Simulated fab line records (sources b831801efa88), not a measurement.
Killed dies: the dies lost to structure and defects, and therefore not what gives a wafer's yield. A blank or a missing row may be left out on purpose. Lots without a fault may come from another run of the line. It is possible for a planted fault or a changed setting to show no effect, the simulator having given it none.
What tool caused it? :: flow sky130 :: 33 wafers sampled from 11 lots at 1 step of a route of 708

== WHAT THE GAUGES SHOWED, per wafer ==
SKY_FIELD_ISO_THK_MEAS_02.
lot: L694
measured: day 1 11:39
on: filmMetro-03
FIELD_ISO_OXIDATION_00_THK (nm): 11.69 11.61 11.81

lot: L695
measured: day 1 16:38
on: filmMetro-01
FIELD_ISO_OXIDATION_00_THK (nm): 11.58 11.88 11.84

lot: L696
measured: day 1 21:38
on: filmMetro-01
FIELD_ISO_OXIDATION_00_THK (nm): 12.23 12.05 12.04

lot: L697
measured: day 2 02:58
on: filmMetro-03
FIELD_ISO_OXIDATION_00_THK (nm): 11.63 11.59 11.50

lot: L698
measured: day 2 09:43
on: filmMetro-01
FIELD_ISO_OXIDATION_00_THK (nm): 11.87 11.73 11.93

lot: L699
measured: day 2 12:42
on: filmMetro-03
FIELD_ISO_OXIDATION_00_THK (nm): 11.90 11.76 11.84

lot: L700
measured: day 2 18:04
on: filmMetro-01
FIELD_ISO_OXIDATION_00_THK (nm): 11.80 11.71 11.70

lot: L703
measured: day 3 09:22
on: filmMetro-03
FIELD_ISO_OXIDATION_00_THK (nm): 12.16 12.36 12.29

lot: L704
measured: day 3 14:31
on: filmMetro-01
FIELD_ISO_OXIDATION_00_THK (nm): 12.15 11.99 12.27

lot: L705
measured: day 3 18:58
on: filmMetro-04
FIELD_ISO_OXIDATION_00_THK (nm): 12.08 12.18 12.22

lot: L706
measured: day 3 23:40
on: filmMetro-03
FIELD_ISO_OXIDATION_00_THK (nm): 11.78 11.94 11.84

== TOOL THAT RAN EACH LOT (tool first, then ch and the chambers of the sampled wafers, then the start) ==
No process step before these readings appears in the record.

== THE ANSWER, worked out from the rows above alone ==
Rule: the lots themselves supply what counts as usual. Put in order of their means at a reading, lots are off if they are a third of the lots or fewer, leave a main group of 4 or more, and stand apart from it by a gap of 3 or more times the standard deviation of the main group's means; of several such gaps the widest counts. If all means in a main group match to the digits the tables above print for the reading, that group is not used. Also off: a lot with no number at a reading for which 4 or more lots have one. Any other lot the step has rows for is counted as sound.
No lot is off at any reading shown: from this, nothing can be told.

== WHAT THE SIMULATOR PUT IN ==
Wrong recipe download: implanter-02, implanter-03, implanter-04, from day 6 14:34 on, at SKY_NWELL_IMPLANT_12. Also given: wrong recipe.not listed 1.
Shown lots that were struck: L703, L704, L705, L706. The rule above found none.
